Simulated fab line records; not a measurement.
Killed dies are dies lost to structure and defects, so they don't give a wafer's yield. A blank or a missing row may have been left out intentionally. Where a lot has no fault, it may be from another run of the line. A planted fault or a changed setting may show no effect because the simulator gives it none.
fab line records	flow gf180mcu
[record] lots = 15	wafers = 43	last_day = 34
route steps=602 shown STI@3 MVSD@68 POLY_GATE@168 V1@336
lots with no fault: from the same line, run without faults
start_h: hours from the record's opening day to when the first of the lot's shown wafers began	wait_h: hours elapsed since this lot's preceding step	" repeats the value in the row above	L1.1+2: several wafers, shown together as one row	- no value, or no start was given	* or withheld: withheld	< > ~ a bound
route shown NAME@n: names a module that has steps shown in the file, with the first one's number in the route	usual: average and standard deviation across the fault-free wafers	same: alike in all rows	chamber/n: place in a boat	sites: readings site by site	_std_site: how widely they spread, as a standard deviation	_edge_site: outer sites' mean less inner sites'	radius_mm: how far each site lies from the wafer's centre	mask NAME#n: copy n	behind: the last tool/chamber to shape the wafer	hold: cause of the lot's hold/its duration in hours/its outcome	device: names the non-switching transistor (n, p or np)	end of line: at the end of the route, the tests of the same wafers	step lacking rows: just its recipe	killed: at the first sort, the dies lost to defects and structure; wafer yield is something else	map: a wafer's dies, x killed, . not, _ none there
set.NAME: the setting that was run; set.NAME@STEP: the one run at that earlier step	model.NAME: the simulator's own value behind a step, which no gauge read
a sample of lots followed through the steps of the route, with each step as a table and each wafer as a row
services: when a tool's chamber went out of use (start_h, in hours from the record's first day, below 0 if earlier), for how many hours, and the reason
[[steps]]
[step GF_STI_THK_MEAS_02]
[recipe] reads = SiO2_of_STI_OXIDATION_01
[usual] STI_OXIDATION_THK = 9.98/0.23
lot.wafer	tool	chamber	start_h	wait_h	STI_OXIDATION_THK[nm]
L130.1	film_metro-02	-	13.58	0.0	9.57
L130.3	"	-	"	"	9.45
L130.5	"	-	"	"	9.59
L131.2	film_metro-02	-	16.63	0.0	10.01
L131.3	"	-	"	"	9.99
L131.5	"	-	"	"	10.05
L132.1	film_metro-03	-	21.51	0.0	9.71
L132.3	"	-	"	"	9.88
L132.6	"	-	"	"	9.88
L133.4	film_metro-04	-	27.98	0.0	9.69
L133.5	"	-	"	"	9.62
L133.6	"	-	"	"	9.69
L135.4	film_metro-03	-	37.44	0.0	10.16
L135.5	"	-	"	"	10.03
L135.6	"	-	"	"	9.97
L138.3	film_metro-04	-	52.77	0.0	9.84
L138.5	"	-	"	"	9.87
L138.6	"	-	"	"	9.78
L142.1	film_metro-02	-	75.39	0.0	9.89
L142.2	"	-	"	"	10.02
L142.5	"	-	"	"	9.88
L144.1	film_metro-03	-	85.68	0.0	10.36
L144.5	"	-	"	"	10.13
L145.2	film_metro-02	-	87.25	0.0	10.15
L145.3	"	-	"	"	10.13
L147.4	film_metro-03	-	98.00	0.0	9.99
L147.5	"	-	"	"	10.20
L147.6	"	-	"	"	10.03
L149.1	film_metro-02	-	110.56	0.0	10.18
L149.4	"	-	"	"	10.25
L149.6	"	-	"	"	10.03
L150.1	film_metro-03	-	113.20	0.0	9.83
L150.4	"	-	"	"	9.92
L150.5	"	-	"	"	9.91
L151.2	film_metro-03	-	121.43	0.0	10.33
L151.4	"	-	"	"	10.22
L151.5	"	-	"	"	10.23
L152.3	film_metro-03	-	124.23	0.0	10.22
L152.4	"	-	"	"	10.17
L152.5	"	-	"	"	10.17
L153.1	film_metro-02	-	128.30	0.0	10.29
L153.2	"	-	"	"	10.28
L153.5	"	-	"	"	10.33
[step GF_MVSD_COAT_02]
[recipe] spin_rpm = 2000	resist_thk_nm = 3000
lot.wafer	tool	chamber	start_h	wait_h
L130.1+3+5	litho_track-03	0	78.47	0.1
L131.2+3+5	litho_track-03	0	83.54	0.1
L132.1+3+6	litho_track-03	0	87.62	0.1
L133.4+5+6	litho_track-03	0	89.44	0.1
L135.4+5+6	litho_track-04	0	104.10	0.1
L138.3+5+6	litho_track-04	0	127.43	0.1
L142.1+2+5	litho_track-04	0	150.08	0.1
L144.1+5	litho_track-04	0	159.23	0.1
L145.2+3	litho_track-04	0	167.50	0.1
L147.4+5+6	litho_track-03	0	176.44	0.1
L149.1+4+6	litho_track-02	0	185.33	0.1
L150.1+4+5	litho_track-03	0	187.22	0.1
L151.2+4+5	litho_track-02	0	198.56	0.1
L152.3+4+5	litho_track-03	0	203.92	0.1
L153.1+2+5	litho_track-03	0	206.47	0.1
[step GF_MVSD_STRIP_10]
[recipe] chemistry = O2/N2	power_w = 1400	pressure_mtorr = 1500	platen_temp_c = 250	o2_flow_sccm = 3000	n2_flow_sccm = 300	overash_fraction = 0.5
[usual] drypump_motor_current_A = 6.06/0.17	heater_power_w = 333/11	oes_product_au = 0.723/0.0043	strip_time_to_endpoint_s = 36.93/0.1
lot.wafer	tool	chamber	start_h	wait_h	drypump_motor_current_A	heater_power_w	oes_product_au	rf_hours_counter_h	strip_time_to_endpoint_s
L130.1	plasma_asher-04	0	84.86	0.1	5.85	342	0.721	26	36.85
L130.3	"	0	"	"	5.86	349	0.724	-	36.88
L130.5	"	0	"	"	5.87	349	0.731	-	36.89
L131.2	plasma_asher-01	0	91.06	0.1	5.78	340	0.723	43	36.87
L131.3	"	1	"	"	6.37	318	0.723	-	36.86
L131.5	"	1	"	"	6.38	317	0.718	-	36.77
L132.1	plasma_asher-02	0	94.73	0.1	6.05	332	0.719	44	36.80
L132.3	"	1	"	"	6.14	337	0.723	-	36.86
L132.6	"	0	"	"	6.03	335	0.728	-	36.96
L133.4	plasma_asher-02	0	96.45	0.1	6.04	336	0.733	-	36.88
L133.5	"	1	"	"	6.14	340	0.721	-	36.78
L133.6	"	0	"	"	6.02	338	0.721	-	36.82
L135.4	plasma_asher-01	1	111.50	0.1	6.42	324	0.719	-	36.95
L135.5	"	1	"	"	6.41	311	0.719	-	36.86
L135.6	"	0	"	"	5.79	328	0.725	-	37.02
L138.3	plasma_asher-02	0	135.60	0.1	6.03	337	0.724	-	37.04
L138.5	"	1	"	"	6.09	342	0.723	-	36.99
L138.6	"	0	"	"	6.05	340	0.718	-	36.95
L142.1	plasma_asher-04	1	158.45	0.1	6.12	310	0.717	35	28.01
L142.2	"	0	"	"	5.85	338	0.727	35	36.94
L142.5	"	0	"	"	5.85	347	0.720	-	37.00
L144.1	plasma_asher-04	0	167.80	0.1	5.86	339	0.713	36	28.15
L144.5	"	1	"	"	6.12	313	0.727	-	37.09
L145.2	plasma_asher-02	0	176.07	0.1	6.04	338	0.726	53	36.90
L145.3	"	0	"	"	6.04	341	0.713	-	27.94
L147.4	plasma_asher-04	1	184.40	0.1	6.10	320	0.728	-	36.88
L147.5	"	0	"	"	5.87	345	0.716	-	36.89
L147.6	"	1	"	"	6.10	312	0.713	-	36.90
L149.1	plasma_asher-02	0	194.66	0.1	6.05	341	0.721	55	36.91
L149.4	"	1	"	"	6.18	330	0.728	-	36.87
L149.6	"	1	"	"	6.23	330	0.715	-	36.85
L150.1	plasma_asher-01	0	196.51	0.1	5.76	332	0.719	51	36.89
L150.4	"	1	"	"	6.44	321	0.724	-	36.82
L150.5	"	1	"	"	6.37	316	0.722	-	36.83
L151.2	plasma_asher-04	1	208.07	0.1	6.12	317	0.723	40	36.91
L151.4	"	0	"	"	5.86	349	0.716	-	36.82
L151.5	"	1	"	"	6.10	317	0.722	-	36.90
L152.3	plasma_asher-04	0	213.29	0.1	5.88	346	0.723	-	37.02
L152.4	"	1	"	"	6.13	322	0.716	-	37.08
L152.5	"	1	"	"	6.11	311	0.716	-	37.12
L153.1	plasma_asher-02	0	215.37	0.1	6.05	332	0.720	58	37.00
L153.2	"	1	"	"	6.14	348	0.731	58	36.93
L153.5	"	1	"	"	6.14	342	0.720	-	37.04
[step GF_POLY_GATE_OVL_MEAS_11]
[usual] POLY_GATE_OVL = 3/4.2
lot.wafer	tool	chamber	start_h	wait_h	POLY_GATE_OVL[nm]
L130.1	overlay-02	-	200.70	0.1	2
L130.3	"	-	"	"	-4
L130.5	"	-	"	"	6
L131.2	overlay-01	-	203.86	0.1	-3
L131.3	"	-	"	"	-1
L131.5	"	-	"	"	1
L132.1	overlay-02	-	208.64	0.1	2
L132.3	"	-	"	"	6
L132.6	"	-	"	"	4
L133.4	overlay-01	-	214.36	0.1	0
L133.5	"	-	"	"	1
L133.6	"	-	"	"	1
L135.4	overlay-02	-	229.85	0.1	5
L135.5	"	-	"	"	0
L135.6	"	-	"	"	1
L138.3	overlay-02	-	260.76	0.1	4
L138.5	"	-	"	"	1
L138.6	"	-	"	"	8
L142.1	overlay-01	-	286.00	0.1	2
L142.2	"	-	"	"	5
L142.5	"	-	"	"	2
L144.1	overlay-01	-	301.00	0.1	4
L144.5	"	-	"	"	5
L145.2	overlay-01	-	311.89	0.1	9
L145.3	"	-	"	"	9
L147.4	overlay-01	-	322.77	0.1	8
L147.5	"	-	"	"	13
L147.6	"	-	"	"	8
L149.1	overlay-01	-	336.05	0.1	-4
L149.4	"	-	"	"	3
L149.6	"	-	"	"	-8
L150.1	overlay-02	-	336.78	0.1	10
L150.4	"	-	"	"	6
L150.5	"	-	"	"	5
L151.2	overlay-01	-	352.06	0.1	6
L151.4	"	-	"	"	8
L151.5	"	-	"	"	8
L152.3	overlay-01	-	358.86	0.1	-3
L152.4	"	-	"	"	1
L152.5	"	-	"	"	3
L153.1	overlay-01	-	359.85	0.1	-3
L153.2	"	-	"	"	-4
L153.5	"	-	"	"	3
[step GF_V1_THK_MEAS_01]
[recipe] reads = SiO2_of_V1_CVD_00
[usual] V1_CVD_00_THK = 599/6.8
lot.wafer	tool	chamber	start_h	wait_h	V1_CVD_00_THK[nm]
L130.1	film_metro-03	-	394.17	0.0	605
L130.3	"	-	"	"	602
L130.5	"	-	"	"	614
L131.2	film_metro-03	-	399.43	0.0	602
L131.3	"	-	"	"	589
L131.5	"	-	"	"	587
L132.1	film_metro-03	-	400.12	0.0	601
L132.3	"	-	"	"	603
L132.6	"	-	"	"	614
L133.4	film_metro-03	-	408.43	0.0	597
L133.5	"	-	"	"	603
L133.6	"	-	"	"	613
L135.4	film_metro-02	-	431.30	0.0	591
L135.5	"	-	"	"	603
L135.6	"	-	"	"	603
L138.3	film_metro-03	-	467.95	0.1	604
L138.5	"	-	"	"	607
L138.6	"	-	"	"	587
L142.1	film_metro-02	-	500.29	0.0	596
L142.2	"	-	"	"	598
L142.5	"	-	"	"	599
L144.1	film_metro-04	-	519.60	0.0	592
L144.5	"	-	"	"	598
L145.2	film_metro-03	-	530.19	0.0	594
L145.3	"	-	"	"	593
L147.4	film_metro-03	-	542.11	0.0	608
L147.5	"	-	"	"	603
L147.6	"	-	"	"	603
L149.1	film_metro-04	-	557.19	0.0	599
L149.4	"	-	"	"	597
L149.6	"	-	"	"	587
L150.1	film_metro-04	-	557.56	0.0	599
L150.4	"	-	"	"	600
L150.5	"	-	"	"	602
L151.2	film_metro-03	-	571.73	0.0	597
L151.4	"	-	"	"	591
L151.5	"	-	"	"	597
L152.3	film_metro-03	-	578.14	0.1	597
L152.4	"	-	"	"	600
L152.5	"	-	"	"	590
L153.1	film_metro-04	-	578.77	0.0	588
L153.2	"	-	"	"	591
L153.5	"	-	"	"	588
[[services]]
tool	chamber	start_h	hours	kind
plasma_asher-04	-	58.40	0.9	repair
litho_track-03	-	77.08	-	consumable_replace:filter
plasma_asher-01	-	144.46	13.8	repair
plasma_asher-01	-	158.31	15.6	pm
plasma_asher-04	-	192.35	9.7	repair
[[key]]
[first_sign] step = GF_MVSD_STRIP_10	reading = strip_time_to_endpoint_s	direction = down	sigmas = 86	usual = *	struck = *
effect none on later readings
met_at GF_MVSD_COAT_02
struck_lots L142,L144,L145
struck_wafers L142.1,L144.1,L145.3
tester_left_out L142,L144,L145
not_acting_at GF_STI_THK_MEAS_02,GF_POLY_GATE_OVL_MEAS_11,GF_V1_THK_MEAS_01
onset_between 127.43 150.08
[fault] kind = process_parameter_drift	tool = litho_track-04	chamber = -	onset_h = 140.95	steps = GF_MVSD_COAT_02	channel = resist_thk_nm	offset = *	shape = step	end_h = 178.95	scope = struck_wafers_only	acts_in = *	stated = *
// tester_left_out: of these lots the tester's yield and bins aren't shown, on N5 and GAA mostly nor the transistor test; their killed dies are dies lost to structure and defects alone, not to doping, threshold or leakage, so they don't give the yield
